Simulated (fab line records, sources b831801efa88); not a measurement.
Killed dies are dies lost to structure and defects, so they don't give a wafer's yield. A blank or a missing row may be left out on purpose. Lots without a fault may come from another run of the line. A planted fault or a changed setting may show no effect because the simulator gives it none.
Split-lot experiment | flow sky130 | 5 lots, 23 wafers read, on a route of 708 steps

THE SPLIT
At SKY_VT_ADJUST_HVTP_IMPLANT_09, the setting energy_kev was moved away from the recipe's 150 on 5 of the 23 wafers read, by -4.9% to +2.5%. The other wafers ran this setting at the recipe's value.

The reading is taken at the split's own step.

THE READING
implant.drp_nm (the simulator's own value, which no gauge read), in nm, at SKY_VT_ADJUST_HVTP_IMPLANT_09. The file gives no usual value for it.

wafer  | tool, chamber at the split | energy_kev as run | against the recipe | implant.drp_nm, nm | against lot-mates on the recipe
L074.1 | implanter-02, 0            | 150               | recipe             | 33.4               | -
L074.6 | implanter-02, 0            | 150               | recipe             | 33.4               | -
L074.2 | implanter-02, 0            | 142.6             | -4.9%              | 32.09              | -1.31
L074.3 | implanter-02, 0            | 142.6             | -4.9%              | 32.09              | -1.31
L074.5 | implanter-02, 0            | 142.6             | -4.9%              | 32.09              | -1.31
L079.2 | implanter-01, 0            | 150               | recipe             | 33.4               | -
L079.4 | implanter-01, 0            | 150               | recipe             | 33.4               | -
L079.5 | implanter-01, 0            | 150               | recipe             | 33.4               | -
L081.1 | implanter-02, 0            | 153.7             | +2.5%              | 34.08              | +0.68
L081.3 | implanter-02, 0            | 153.7             | +2.5%              | 34.08              | +0.68
L081.2 | implanter-02, 0            | 150               | recipe             | 33.4               | -
L081.4 | implanter-02, 0            | 150               | recipe             | 33.4               | -
L081.6 | implanter-02, 0            | 150               | recipe             | 33.4               | -
L082.1 | implanter-01, 0            | 150               | recipe             | 33.4               | -
L082.2 | implanter-01, 0            | 150               | recipe             | 33.4               | -
L082.3 | implanter-01, 0            | 150               | recipe             | 33.4               | -
L082.4 | implanter-01, 0            | 150               | recipe             | 33.4               | -
L082.6 | implanter-01, 0            | 150               | recipe             | 33.4               | -
L084.1 | implanter-02, 0            | 150               | recipe             | 33.4               | -
L084.2 | implanter-02, 0            | 150               | recipe             | 33.4               | -
L084.3 | implanter-02, 0            | 150               | recipe             | 33.4               | -
L084.4 | implanter-02, 0            | 150               | recipe             | 33.4               | -
L084.6 | implanter-02, 0            | 150               | recipe             | 33.4               | -

THE FIT
A straight line over all 23 wafers: implant.drp_nm changes by +0.267 nm for each +1% of energy_kev; r = +1.00; the points scatter about the line by 0.0065 nm.
The same after taking each lot's own level away (the mean of its wafers on the recipe; 23 wafers): +0.267 nm for each +1%; r = +1.00; scatter 0.0065 nm.
On that fit, the largest move of energy_kev shifts the reading by 1.3 nm.
The lots' own levels span 33.400 to 33.400 nm.
So the lot-to-lot level changes the slope little: the two slopes agree.
Check: with one of the wafers moved furthest among these (-4.9%) left out of the fit, the line predicts -1.32 nm for it against its lot-mates. It came out at -1.31 nm against them.

OTHER SPLITS ON THESE WAFERS
These wafers also went through other splits before the reading. Each is held against what the fit with the lots' levels taken away leaves over:
other split on the same wafers       | wafers away from the commonest value | r with implant.drp_nm (lot level and that fit taken away)
SKY_FIELD_ISO_OXIDATION_01 temp_c    | 15                                   | -0.45
SKY_FIELD_ISO_COAT_07 resist_thk_nm  | 11                                   | +0.17
SKY_FIELD_ISO_ETCH_17 time_s         | 10                                   | +0.22
SKY_PWDE_SOFTBAKE_03 temp_c          | 11                                   | +0.36
SKY_NWELL_SOFTBAKE_06 temp_c         | 10                                   | -0.07
SKY_VT_ADJUST_HVTP_EXPOSE_04 dose_mj | 6                                    | -0.02

THE WHOLE CHAIN: every reading that the file lists as answering this split, in the file's order
step                          | what it does | reading                                                         | change (the file's fit)               | r (the file's)
SKY_VT_ADJUST_HVTP_IMPLANT_09 |              | implant.rp_nm (the simulator's own value, which no gauge read)  | +0.817 nm for each +1% of the setting | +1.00
SKY_VT_ADJUST_HVTP_IMPLANT_09 |              | implant.drp_nm (the simulator's own value, which no gauge read) | +0.267 nm for each +1% of the setting | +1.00

THE FILE'S OWN FIT
implant.drp_nm changes by +0.267 nm for each +1% of energy_kev, r = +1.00.
